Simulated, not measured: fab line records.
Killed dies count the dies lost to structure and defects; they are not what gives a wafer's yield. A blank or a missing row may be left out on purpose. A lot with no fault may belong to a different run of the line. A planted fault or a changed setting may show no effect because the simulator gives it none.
Matching of chambers + flow gf180mcu + rie si-01 running GF_POLY_GATE_ETCH_13: 4 sister chambers
The step etches poly-Si in HBr/Cl2, stops on SiO2, target depth 198.5 nm, time 69.6 s. 4 wafers are shown with their chamber, then 12 later ones without.

== WAFERS WITH THEIR CHAMBER ==
| wafer  | chamber | drypump motor current A (A) |
|--------|---------|-----------------------------|
| L087.1 | 0       | 5.6                         |
| L087.5 | 1       | 6.7                         |
| L088.1 | 3       | 5.7                         |
| L088.4 | 2       | 5.9                         |

== WAFERS WHOSE CHAMBER IS MISSING ==
| wafer  | drypump motor current A (A) |
|--------|-----------------------------|
| L089.2 | 5.7                         |
| L089.4 | 5.7                         |
| L089.5 | 5.9                         |
| L092.2 | 6.6                         |
| L092.3 | 5.7                         |
| L092.4 | 5.6                         |
| L093.1 | 5.8                         |
| L093.3 | 6.7                         |
| L093.5 | 6.6                         |
| L096.4 | 5.8                         |
| L096.5 | 5.9                         |
| L096.6 | 5.8                         |

== WHICH CHAMBER EACH ONE RAN IN ==
| wafer  | from the rows above          | in truth |
|--------|------------------------------|----------|
| L089.2 | can't be placed: 3 or 0      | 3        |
| L089.4 | can't be placed: 3 or 0      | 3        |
| L089.5 | 2                            | 2        |
| L092.2 | 1                            | 1        |
| L092.3 | can't be placed: 3 or 0      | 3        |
| L092.4 | can't be placed: 0 or 3      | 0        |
| L093.1 | can't be placed: 3 or 2 or 0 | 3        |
| L093.3 | 1                            | 1        |
| L093.5 | 1                            | 1        |
| L096.4 | can't be placed: 3 or 2 or 0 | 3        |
| L096.5 | 2                            | 2        |
| L096.6 | can't be placed: 3 or 2 or 0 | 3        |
Correct placement for 5 of the 12. Can't be placed from these rows: 7 (the true chamber is among the candidates in 7). Wrongly placed: 0.
How it was worked out, from the rows above alone: a wafer's distance from a chamber is the root of the sum, over the readings, of the square of ((its reading less the chamber's mean) divided by the reading's scatter). If the next closest chamber is less than 2 further off than the closest, the wafer can't be placed; otherwise it belongs to the closest. The mean given for a chamber averages the wafers shown for that chamber. The scatter: root of mean squared gap, hidden wafer to nearest shown wafer, with one shown wafer a chamber.
